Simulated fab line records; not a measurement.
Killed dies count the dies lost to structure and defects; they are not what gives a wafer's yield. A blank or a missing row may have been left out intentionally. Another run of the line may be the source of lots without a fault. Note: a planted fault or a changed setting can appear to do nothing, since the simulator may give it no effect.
Which of the tools did it? :: flow gf180mcu :: route of 602 steps, sampled at 1 step: 12 lots, 36 wafers

WHAT EACH GAUGE READ, for each wafer
GF_V2_THK_MEAS_01.
lot: L075
measured: day 19 21:02
on: film-metro-02
V2_CVD_00_THK (nm): 600 600 602

lot: L077
measured: day 20 12:14
on: film-metro-01
V2_CVD_00_THK (nm): 605 604 606

lot: L079
measured: day 21 01:15
on: film-metro-01
V2_CVD_00_THK (nm): 606 602 599

lot: L081
measured: day 22 01:43
on: film-metro-02
V2_CVD_00_THK (nm): 599 598 596

lot: L083
measured: day 22 16:33
on: film-metro-03
V2_CVD_00_THK (nm): 608 600 609

lot: L085
measured: day 23 09:07
on: film-metro-01
V2_CVD_00_THK (nm): 600 601 607

lot: L087
measured: day 24 08:37
on: film-metro-02
V2_CVD_00_THK (nm): 609 615 598

lot: L089
measured: day 24 19:24
on: film-metro-03
V2_CVD_00_THK (nm): 604 600 607

lot: L091
measured: day 25 11:35
on: film-metro-03
V2_CVD_00_THK (nm): 602 602 603

lot: L093
measured: day 25 22:04
on: film-metro-01
V2_CVD_00_THK (nm): 608 598 601

lot: L095
measured: day 26 10:51
on: film-metro-01
V2_CVD_00_THK (nm): 612 610 606

lot: L097
measured: day 27 00:26
on: film-metro-02
V2_CVD_00_THK (nm): 606 607 606

TOOL THAT RAN EACH LOT (tool first, then ch and the chambers of the sampled wafers, then the start)
The record holds no process step before these readings.

THE ANSWER, worked out from the rows above alone
Rule: what is usual is taken from the lots themselves. The widest of any qualifying gaps counts: lots, ordered by their means at a reading, are off when they make up no more than a third of the lots, leave a main group of 4 or more, and stand apart from it by 3 or more times the standard deviation of that group's means. If all means in a main group match to the digits the tables above print for the reading, that group is not used. A lot without any number at a reading at which 4 lots or more have one is off too. Any other lot the step has rows for is counted as sound.
None of the lots is off at any reading shown; this tells nothing.

WHAT WAS PUT IN BY THE SIMULATOR
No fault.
